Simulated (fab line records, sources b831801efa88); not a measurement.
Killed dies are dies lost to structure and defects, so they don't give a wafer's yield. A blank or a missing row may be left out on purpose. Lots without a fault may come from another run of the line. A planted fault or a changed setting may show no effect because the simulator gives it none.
Which tool did it? | flow sky130 | 12 lots, 34 wafers sampled, at 4 steps of a route of 708

WHAT THE GAUGES READ, wafer by wafer
SKY_VIA3_OVL_MEAS_13. Usual: VIA3_OVL 0 nm, standard deviation 5.9.
lot  | measured     | on         | VIA3_OVL (nm) | flag
L323 | day 41 14:45 | overlay-01 | 6 6 0         |
L326 | day 42 05:03 | overlay-02 | -7 -1 -3      |
L329 | day 42 13:33 | overlay-02 | -2 5 -9       |
L328 | day 42 14:55 | overlay-01 | -5 -8 -8      |
L332 | day 43 10:45 | overlay-02 | 0 1 -4        |
L333 | day 43 20:09 | overlay-02 | 2 2 3         |
L335 | day 44 09:04 | overlay-02 | 76 76         | OFF
L334 | day 44 11:03 | overlay-02 | 79 90         | OFF
L336 | day 44 14:19 | overlay-02 | 1 -1 -7       |
L337 | day 45 00:56 | overlay-02 | 8 3 4         |
L343 | day 46 07:02 | overlay-02 | 1 3 1         |
L345 | day 46 20:45 | overlay-01 | -6 5 -5       |

SKY_VIA3_THK_MEAS_23: measures by xrf. Usual: VIA3_W_THK 403 nm, standard deviation 6.7.
lot  | measured     | on            | VIA3_W_THK (nm) | flag
L323 | day 41 15:50 | film_metro-01 | 401 400 390     |
L326 | day 42 06:07 | film_metro-04 | 405 405 410     |
L329 | day 42 14:38 | film_metro-01 | 398 396 400     |
L328 | day 42 15:57 | film_metro-01 | 400 400 399     |
L332 | day 43 11:47 | film_metro-04 | 414 412 410     |
L333 | day 43 21:11 | film_metro-01 | 396 402 394     |
L335 | day 44 10:09 | film_metro-02 | 419 406         |
L334 | day 44 12:05 | film_metro-04 | 397 394         |
L336 | day 44 15:22 | film_metro-04 | 398 393 397     |
L337 | day 45 02:04 | film_metro-04 | 411 400 404     |
L343 | day 46 08:07 | film_metro-04 | 409 409 418     |
L345 | day 46 21:49 | film_metro-02 | 411 401 406     |

WHICH TOOL RAN EACH LOT (tool, then ch and the chambers of the sampled wafers, then the start)
lot  | SKY_VIA2_CMP_02               | SKY_VIA3_EXPOSE_09
L323 | cmp-01 ch 1,2, day 37 02:50   | krf_scanner-02 ch 0, day 41 02:28
L326 | cmp-01 ch 0,3, day 37 17:16   | krf_scanner-01 ch 0, day 41 16:51
L329 | cmp-02 ch 1,2,3, day 38 04:17 | krf_scanner-01 ch 0, day 42 01:10
L328 | cmp-02 ch 0,2,3, day 38 05:36 | krf_scanner-02 ch 0, day 42 03:17
L332 | cmp-01 ch 0,1,3, day 39 05:45 | krf_scanner-01 ch 0, day 42 23:13
L333 | cmp-02 ch 0,2, day 39 14:14   | krf_scanner-01 ch 0, day 43 08:40
L335 | cmp-01 ch 1,2, day 40 04:02   | krf_scanner-02 ch 0, day 43 21:35
L334 | cmp-01 ch 0,2, day 40 07:48   | krf_scanner-02 ch 0, day 43 23:26
L336 | cmp-01 ch 1,2, day 40 09:05   | krf_scanner-01 ch 0, day 44 02:54
L337 | cmp-02 ch 1,2, day 40 21:10   | krf_scanner-01 ch 0, day 44 13:32
L343 | cmp-01 ch 2,3, day 42 07:09   | krf_scanner-01 ch 0, day 45 20:00
L345 | cmp-01 ch 0,1,3, day 42 23:09 | krf_scanner-01 ch 0, day 46 10:30
- SKY_VIA2_CMP_02: polishes SiO2.
- SKY_VIA3_EXPOSE_09: exposes mask VIM3, target cd 200 nm.

WHAT THE TOOLS THEMSELVES READ (means of the sampled wafers that have a number; where no wafer has one, the mark that the record gives instead)
SKY_VIA2_CMP_02. Usual: motor_current_A 11.9 A, standard deviation 1.3.
lot  | tool   | motor_current_A (A) | flag
L323 | cmp-01 | 11.7                |
L326 | cmp-01 | 13.6                |
L329 | cmp-02 | 11.8                |
L328 | cmp-02 | 11.4                |
L332 | cmp-01 | 12.7                |
L333 | cmp-02 | 10.8                |
L335 | cmp-01 | 10.9                |
L334 | cmp-01 | 12.9                |
L336 | cmp-01 | 11.8                |
L337 | cmp-02 | 12.0                |
L343 | cmp-01 | 11.3                |
L345 | cmp-01 | 12.8                |

SKY_VIA3_EXPOSE_09. Usual: stage_vel_mm_s 500.02 mm/s, standard deviation 0.26.
lot  | tool           | stage_vel_mm_s (mm/s) | flag
L323 | krf_scanner-02 | 500.38                |
L326 | krf_scanner-01 | 500.16                |
L329 | krf_scanner-01 | 499.95                |
L328 | krf_scanner-02 | 499.71                |
L332 | krf_scanner-01 | 499.57                |
L333 | krf_scanner-01 | 500.08                |
L335 | krf_scanner-02 | 500.19                |
L334 | krf_scanner-02 | 500.06                |
L336 | krf_scanner-01 | 499.91                |
L337 | krf_scanner-01 | 499.92                |
L343 | krf_scanner-01 | 499.86                |
L345 | krf_scanner-01 | 500.32                |

THE ANSWER, worked out from the rows above alone
Rule: a lot is off if the mean of its wafers that have a number lies more than 3 standard deviations from the usual mean. A lot without any number at a reading at which 4 lots or more have one is off too. The other lots that the step has rows for count as sound. The gauges are gone through in route order, then the tools' own readings, and for those a lot's mean is taken as printed above. The first step at which some lot is off is used, and at that step the reading that is off furthest; a lot without a number counts as furthest.
Off: L335, L334, at SKY_VIA3_OVL_MEAS_13 (VIA3_OVL).
A tool fits if, at a process step before that reading, it ran every lot that is off, and no sound lot after the first of them. The gauges at SKY_VIA3_OVL_MEAS_13 are tried like those tools. One fits: krf_scanner-02 at SKY_VIA3_EXPOSE_09. Its last sound lot is L328 (day 42 03:17), its first lot that is off L335 (day 43 21:35): a fault that began between those two fits.

WHAT THE SIMULATOR HAD PUT IN
Scanner matching overlay: krf_scanner-02, from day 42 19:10 on, at SKY_VIA3_EXPOSE_09. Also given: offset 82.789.
Lots struck among those shown: L335, L334. The rule above found the same.
